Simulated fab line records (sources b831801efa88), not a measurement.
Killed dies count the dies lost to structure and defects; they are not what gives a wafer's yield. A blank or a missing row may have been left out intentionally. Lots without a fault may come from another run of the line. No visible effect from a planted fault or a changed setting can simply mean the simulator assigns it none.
fab line records -- flow sky130
[record] lots = 12, wafers = 36, lastDay = 50
route steps=708 shown GATE_OXIDE@197 POLY_GATE@205 SD_P@324 PAD_OPEN@708
lots with no fault: from the same line, run without faults
startH: hours from the record's opening day to when the first of the lot's shown wafers began -- waitH: hours elapsed since this lot's preceding step -- " repeats the value in the row above -- L1.1+2: a single row standing in for several wafers -- - either no value or no given start -- * or withheld: withheld -- < > ~ a bound
route shown NAME@n: NAME is a module with steps in the file, n the number in the route of the first one -- usual: mean and standard deviation over wafers with no fault -- same: alike in all rows -- chamber/n: place in a boat -- sites: the reading at each site -- _std_site: standard deviation across them -- _edge_site: mean of outer sites minus mean of inner sites -- radiusMm: how far each site lies from the wafer's centre -- mask NAME#n: copy n -- behind: the most recent tool/chamber to have shaped the wafer -- hold: reason for holding the lot/hours on hold/outcome of the hold -- device: names the non-switching transistor (n, p or np) -- end of line: at the end of the route, the tests of the same wafers -- step lacking rows: just its recipe -- killed: count of dies lost to structure and defects at first sort (not the wafer's yield) -- map: shows each die of a wafer: x if killed, . if not, _ if none is there
set.NAME: the setting the step ran with; set.NAME@STEP: the setting that earlier step ran with -- model.NAME: the simulator's own value behind a step, which no gauge read
a sample of lots followed through the steps of the route, with each step as a table and each wafer as a row
services: from which hour (startH, from the record's first day; less than 0 if before it) a tool's chamber was out of use, for how many hours, and why
[[steps]]
[step SKY_GATE_OXIDE_OVL_MEAS_10]
[usual] GATE_OXIDE_OVL = 1.3/1.2
lot.wafer,tool,chamber,startH,waitH,GATE_OXIDE_OVL[nm]
L706.1,overlay-01,-,336.92,0.1,1.0
L706.2,overlay-01,-,336.92,0.1,2.6
L706.5,overlay-01,-,336.92,0.1,1.4
L707.1,overlay-02,-,350.22,0.1,-0.8
L707.2,overlay-02,-,350.22,0.1,-0.2
L707.3,overlay-02,-,350.22,0.1,1.5
L708.2,overlay-01,-,350.59,0.1,0.1
L708.3,overlay-01,-,350.59,0.1,2.4
L708.6,overlay-01,-,350.59,0.1,2.2
L709.1,overlay-01,-,362.52,0.1,0.0
L709.3,overlay-01,-,362.52,0.1,0.0
L709.6,overlay-01,-,362.52,0.1,2.2
L710.4,overlay-01,-,364.50,0.1,-1.2
L710.5,overlay-01,-,364.50,0.1,1.1
L710.6,overlay-01,-,364.50,0.1,1.9
L712.1,overlay-02,-,383.17,0.1,0.8
L712.2,overlay-02,-,383.17,0.1,0.1
L712.3,overlay-02,-,383.17,0.1,0.2
L714.1,overlay-01,-,400.63,0.1,2.5
L714.2,overlay-01,-,400.63,0.1,3.6
L714.5,overlay-01,-,400.63,0.1,0.8
L716.3,overlay-01,-,414.69,0.1,0.1
L716.4,overlay-01,-,414.69,0.1,1.2
L716.6,overlay-01,-,414.69,0.1,-0.5
L717.2,overlay-01,-,428.03,0.1,2.3
L717.4,overlay-01,-,428.03,0.1,3.9
L717.6,overlay-01,-,428.03,0.1,1.7
L718.4,overlay-02,-,437.84,0.1,3.5
L718.5,overlay-02,-,437.84,0.1,2.7
L718.6,overlay-02,-,437.84,0.1,1.9
L721.1,overlay-01,-,467.92,0.1,2.9
L721.4,overlay-01,-,467.92,0.1,1.5
L721.5,overlay-01,-,467.92,0.1,0.1
L726.3,overlay-02,-,515.48,0.1,1.1
L726.4,overlay-02,-,515.48,0.1,2.1
L726.6,overlay-02,-,515.48,0.1,1.2
[step SKY_POLY_GATE_THK_MEAS_01]
[recipe] reads = poly-Si_of_POLY_GATE_CVD_00
[usual] POLY_GATE_CVD_00_THK = 181.0/2.1
lot.wafer,tool,chamber,startH,waitH,POLY_GATE_CVD_00_THK[nm]
L706.1,filmMetro-01,-,340.66,0.0,182.2
L706.2,filmMetro-01,-,340.66,0.0,181.0
L706.5,filmMetro-01,-,340.66,0.0,180.5
L707.1,filmMetro-03,-,353.72,0.0,179.0
L707.2,filmMetro-03,-,353.72,0.0,178.5
L707.3,filmMetro-03,-,353.72,0.0,179.3
L708.2,filmMetro-01,-,354.93,0.0,181.5
L708.3,filmMetro-01,-,354.93,0.0,182.2
L708.6,filmMetro-01,-,354.93,0.0,181.6
L709.1,filmMetro-01,-,366.30,0.0,176.8
L709.3,filmMetro-01,-,366.30,0.0,176.6
L709.6,filmMetro-01,-,366.30,0.0,178.6
L710.4,filmMetro-01,-,370.62,0.0,181.0
L710.5,filmMetro-01,-,370.62,0.0,182.3
L710.6,filmMetro-01,-,370.62,0.0,181.5
L712.1,filmMetro-02,-,387.73,0.0,185.8
L712.2,filmMetro-02,-,387.73,0.0,187.5
L712.3,filmMetro-02,-,387.73,0.0,186.8
L714.1,filmMetro-03,-,404.85,0.0,183.6
L714.2,filmMetro-03,-,404.85,0.0,184.2
L714.5,filmMetro-03,-,404.85,0.0,182.9
L716.3,filmMetro-01,-,419.20,0.0,179.4
L716.4,filmMetro-01,-,419.20,0.0,176.6
L716.6,filmMetro-01,-,419.20,0.0,176.2
L717.2,filmMetro-02,-,431.26,0.0,181.1
L717.4,filmMetro-02,-,431.26,0.0,180.1
L717.6,filmMetro-02,-,431.26,0.0,179.1
L718.4,filmMetro-03,-,441.36,0.0,181.9
L718.5,filmMetro-03,-,441.36,0.0,181.2
L718.6,filmMetro-03,-,441.36,0.0,181.9
L721.1,filmMetro-02,-,471.15,0.0,179.0
L721.4,filmMetro-02,-,471.15,0.0,178.0
L721.5,filmMetro-02,-,471.15,0.0,180.5
L726.3,filmMetro-01,-,518.72,0.0,182.0
L726.4,filmMetro-01,-,518.72,0.0,183.3
L726.6,filmMetro-01,-,518.72,0.0,183.9
[step SKY_POLY_GATE_THK_MEAS_21]
[recipe] reads = SiO2_of_POLY_GATE_OXIDATION_20
[usual] POLY_GATE_OXIDATION_THK = 3.97/0.08
lot.wafer,tool,chamber,startH,waitH,POLY_GATE_OXIDATION_THK[nm]
L706.1,filmMetro-02,-,402.91,0.0,4.09
L706.2,filmMetro-02,-,402.91,0.0,4.05
L706.5,filmMetro-02,-,402.91,0.0,4.03
L707.1,filmMetro-02,-,415.35,0.0,4.04
L707.2,filmMetro-02,-,415.35,0.0,3.85
L707.3,filmMetro-02,-,415.35,0.0,4.01
L708.2,filmMetro-02,-,419.24,0.0,3.97
L708.3,filmMetro-02,-,419.24,0.0,3.96
L708.6,filmMetro-02,-,419.24,0.0,4.02
L709.1,filmMetro-03,-,429.51,0.0,4.00
L709.3,filmMetro-03,-,429.51,0.0,3.89
L709.6,filmMetro-03,-,429.51,0.0,3.97
L710.4,filmMetro-02,-,435.19,0.0,3.92
L710.5,filmMetro-02,-,435.19,0.0,4.00
L710.6,filmMetro-02,-,435.19,0.0,3.90
L712.1,filmMetro-01,-,453.78,0.0,4.00
L712.2,filmMetro-01,-,453.78,0.0,4.03
L712.3,filmMetro-01,-,453.78,0.0,4.04
L714.1,filmMetro-03,-,471.20,0.0,3.94
L714.2,filmMetro-03,-,471.20,0.0,3.98
L714.5,filmMetro-03,-,471.20,0.0,3.86
L716.3,filmMetro-02,-,485.08,0.0,4.01
L716.4,filmMetro-02,-,485.08,0.0,4.12
L716.6,filmMetro-02,-,485.08,0.0,4.10
L717.2,filmMetro-01,-,503.27,0.0,3.98
L717.4,filmMetro-01,-,503.27,0.0,3.92
L717.6,filmMetro-01,-,503.27,0.0,3.97
L718.4,filmMetro-02,-,507.24,0.0,3.99
L718.5,filmMetro-02,-,507.24,0.0,3.95
L718.6,filmMetro-02,-,507.24,0.0,4.02
L721.1,filmMetro-01,-,535.97,0.0,3.96
L721.4,filmMetro-01,-,535.97,0.0,3.99
L721.5,filmMetro-01,-,535.97,0.0,4.05
L726.3,filmMetro-02,-,582.28,0.0,4.07
L726.4,filmMetro-02,-,582.28,0.0,4.06
L726.6,filmMetro-02,-,582.28,0.0,3.97
[step SKY_SD_P_EXPOSE_04]
[recipe] maskId = PSDM, na = 0.6, sourceShape = conventional, sigmaOuter = 0.6, polarization = unpolarized, targetCdNm = 380, doseMj = 138
lot.wafer,tool,chamber,startH,waitH,mask
L706.1+2+5,ilineStepper-01,0,606.79,-,PSDM#0
L707.1+2+3,ilineStepper-01,0,618.02,-,PSDM#0
L708.2+3+6,ilineStepper-01,0,621.59,-,PSDM#0
L709.1+3+6,ilineStepper-01,0,631.75,-,PSDM#0
L710.4+5+6,ilineStepper-02,0,636.15,-,PSDM#0
L712.1+2+3,ilineStepper-01,0,652.53,-,PSDM#0
L714.1+2+5,ilineStepper-01,0,669.62,-,PSDM#0
L716.3+4+6,ilineStepper-01,0,682.69,-,PSDM#0
L717.2+4+6,ilineStepper-02,0,698.87,-,PSDM#0
L718.4+5+6,ilineStepper-01,0,701.35,-,URPM#0
L721.1+4+5,ilineStepper-02,0,728.37,-,PSDM#0
L726.3+4+6,ilineStepper-01,0,770.81,-,PSDM#0
[step SKY_SD_P_CD_MEAS_07]
[recipe] targetCdNm = 380
[usual] cdNm = 379.3/2.5
lot.wafer,tool,chamber,startH,waitH,cdNm
L706.1,cdSem-01,-,620.97,0.1,383.0
L706.2,cdSem-01,-,620.97,0.1,382.6
L706.5,cdSem-01,-,620.97,0.1,380.9
L707.1,cdSem-02,-,632.42,0.1,381.0
L707.2,cdSem-02,-,632.42,0.1,380.7
L707.3,cdSem-02,-,632.42,0.1,375.6
L708.2,cdSem-01,-,636.19,0.1,380.9
L708.3,cdSem-01,-,636.19,0.1,380.2
L708.6,cdSem-01,-,636.19,0.1,381.3
L709.1,cdSem-01,-,645.99,0.2,380.0
L709.3,cdSem-01,-,645.99,0.2,380.2
L709.6,cdSem-01,-,645.99,0.2,379.4
L710.4,cdSem-02,-,649.53,0.1,380.1
L710.5,cdSem-02,-,649.53,0.1,382.8
L710.6,cdSem-02,-,649.53,0.1,381.5
L712.1,cdSem-01,-,667.22,0.1,374.8
L712.2,cdSem-01,-,667.22,0.1,373.9
L712.3,cdSem-01,-,667.22,0.1,374.8
L714.1,cdSem-02,-,683.42,0.1,374.6
L714.2,cdSem-02,-,683.42,0.1,376.6
L714.5,cdSem-02,-,683.42,0.1,374.3
L716.3,cdSem-02,-,696.86,0.1,377.0
L716.4,cdSem-02,-,696.86,0.1,377.4
L716.6,cdSem-02,-,696.86,0.1,379.5
L717.2,cdSem-02,-,712.19,0.1,379.8
L717.4,cdSem-02,-,712.19,0.1,380.8
L717.6,cdSem-02,-,712.19,0.1,379.3
L718.4,cdSem-01,-,714.33,0.1,-
L718.5,cdSem-01,-,714.33,0.1,-
L718.6,cdSem-01,-,714.33,0.1,-
L721.1,cdSem-01,-,741.42,0.1,381.4
L721.4,cdSem-01,-,741.42,0.1,383.2
L721.5,cdSem-01,-,741.42,0.1,381.1
L726.3,cdSem-02,-,784.61,0.1,380.6
L726.4,cdSem-02,-,784.61,0.1,382.7
L726.6,cdSem-02,-,784.61,0.1,381.1
[step SKY_SD_P_TW_MEAS_11]
[usual] SD_P_TW = 2849/21
lot.wafer,tool,chamber,startH,waitH,hold,SD_P_TW
L706.1,filmMetro-01,-,621.37,0.1,-,2861
L706.2,filmMetro-01,-,621.37,0.1,-,2839
L706.5,filmMetro-01,-,621.37,0.1,-,2849
L707.1,filmMetro-03,-,632.82,0.1,-,2808
L707.2,filmMetro-03,-,632.82,0.1,-,2808
L707.3,filmMetro-03,-,632.82,0.1,-,2796
L708.2,filmMetro-01,-,636.59,0.1,-,2858
L708.3,filmMetro-01,-,636.59,0.1,-,2844
L708.6,filmMetro-01,-,636.59,0.1,-,2876
L709.1,filmMetro-02,-,646.39,0.1,-,2875
L709.3,filmMetro-02,-,646.39,0.1,-,2870
L709.6,filmMetro-02,-,646.39,0.1,-,2871
L710.4,filmMetro-03,-,649.90,0.1,-,2803
L710.5,filmMetro-03,-,649.90,0.1,-,2825
L710.6,filmMetro-03,-,649.90,0.1,-,2817
L712.1,filmMetro-01,-,667.63,0.1,-,2858
L712.2,filmMetro-01,-,667.63,0.1,-,2853
L712.3,filmMetro-01,-,667.63,0.1,-,2861
L714.1,filmMetro-02,-,683.83,0.1,-,2875
L714.2,filmMetro-02,-,683.83,0.1,-,2878
L714.5,filmMetro-02,-,683.83,0.1,-,2879
L716.3,filmMetro-02,-,697.24,0.1,-,2883
L716.4,filmMetro-02,-,697.24,0.1,-,2874
L716.6,filmMetro-02,-,697.24,0.1,-,2884
L717.2,filmMetro-03,-,712.59,0.1,-,2839
L717.4,filmMetro-03,-,712.59,0.1,-,2837
L717.6,filmMetro-03,-,712.59,0.1,-,2838
L718.4,filmMetro-01,-,714.71,0.1,awaitDispo/0.2h/release,30
L718.5,filmMetro-01,-,714.71,0.1,awaitDispo/0.2h/release,31
L718.6,filmMetro-01,-,714.71,0.1,awaitDispo/0.2h/release,30
L718.4,filmMetro-01,-,714.94,0.2,-,30
L718.5,filmMetro-01,-,714.94,0.2,-,30
L718.6,filmMetro-01,-,714.94,0.2,-,31
L721.1,filmMetro-03,-,741.82,0.1,-,2821
L721.4,filmMetro-03,-,741.82,0.1,-,2845
L721.5,filmMetro-03,-,741.82,0.1,-,2818
L726.3,filmMetro-02,-,785.00,0.1,-,2862
L726.4,filmMetro-02,-,785.00,0.1,-,2849
L726.6,filmMetro-02,-,785.00,0.1,-,2864
[step SKY_PAD_OPEN_PROBE_99]
[usual] defectLimitedYield = 82.5/2, killed_at_M0_to_M3 = 44/7, killed_at_M4_up = 3.4/1.7, killedAtContacts = 24/4.9, killedAtFrontEnd = 15/4.5, killedAtOther = 0.4/0.61, killedDies = 86/9.7, killedOpen = 47/7.1, killedShort = 39/6.1, sort_bin_3_pad_short = 0.9/0.42, sort_bin_5_function = 10.4/1.4, sort_bin_6_memory = 6.2/1.2, sortNPass = 406/9.7, sortYieldPct = 82.5/2
[same] grossDies = 492, killedAtBackSide = 0, sort_bin_4_leakage[%] = 0, sort_bin_8_speed[%] = 0
lot.wafer,tool,chamber,startH,waitH,defectLimitedYield[%],killed_at_M0_to_M3,killed_at_M4_up,killedAtContacts,killedAtFrontEnd,killedAtOther,killedDies,killedOpen,killedShort,sort_bin_3_pad_short[%],sort_bin_5_function[%],sort_bin_6_memory[%],sortNPass,sortYieldPct[%]
L717.2,prober-02,-,1162.90,0.1,85.8,39,2,17,12,0,70,32,38,1.0,7.7,5.5,422,85.8
L717.4,prober-02,-,1163.00,0.2,82.3,42,1,25,18,1,87,42,45,1.2,10.2,6.3,405,82.3
L717.6,prober-02,-,1163.10,0.2,84.8,41,3,20,11,0,75,47,28,1.0,8.5,5.7,417,84.8
// killed by level:class
L717.2 VIA1:geometricParticle:open=9 FIELD_ISO:geometricParticle:short=7 METAL1:geometricParticle:short=6 LI_CONTACT:geometricParticle:open=5 CONTACT:geometricParticle:open=5 METAL2:geometricParticle:short=5 VIA2:geometricParticle:short=5 LOCAL_INTERCONNECT:geometricParticle:short=4
L717.4 VIA1:geometricParticle:open=11 CONTACT:geometricParticle:open=10 FIELD_ISO:geometricParticle:short=8 FIELD_ISO:geometricParticle:open=6 VIA1:geometricParticle:short=6 LOCAL_INTERCONNECT:geometricParticle:short=5 METAL2:geometricParticle:short=5 VIA3:geometricParticle:open=5
L717.6 LI_CONTACT:geometricParticle:open=9 VIA1:geometricParticle:open=7 METAL1:geometricParticle:short=7 VIA3:geometricParticle:open=7 VIA2:geometricParticle:open=6 CONTACT:geometricParticle:open=4 VIA1:geometricParticle:short=4 FIELD_ISO:geometricParticle:open=3
[[services]]
tool,chamber,startH,hours,kind
ilineStepper-02,-,636.88,4.9,repair
ilineStepper-01,-,645.35,2.1,pm
ilineStepper-01,-,647.43,-,consumableReplace:lamp
ilineStepper-01,0,657.43,-,calibration
ilineStepper-02,-,681.65,1.7,pm
ilineStepper-01,-,718.38,1.7,pm
ilineStepper-02,0,724.11,-,calibration
[[key]]
[firstSign] step = SKY_SD_P_EXPOSE_04, reading = mask, direction = changed
[effect] step = SKY_SD_P_CD_MEAS_07, reading = cdNm, direction = missing
[effect] step = SKY_SD_P_TW_MEAS_11, reading = visit, direction = added
[effect] step = SKY_SD_P_TW_MEAS_11, reading = SD_P_TW, direction = down, sigmas = 99+, usual = 2849, struck = 30
metAt SKY_SD_P_EXPOSE_04
struckLots L718
scrappedBehind SKY_SD_P_TW_MEAS_11 L718.4,L718.5,L718.6
notActingAt SKY_GATE_OXIDE_OVL_MEAS_10,SKY_POLY_GATE_THK_MEAS_01,SKY_POLY_GATE_THK_MEAS_21
onsetBetween 682.69 701.35
[fault] kind = wrongMask, tool = any, chamber = -, onsetH = 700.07, steps = SKY_SD_P_EXPOSE_04, auxCopy = URPM#0, scope = struckLotsOnly
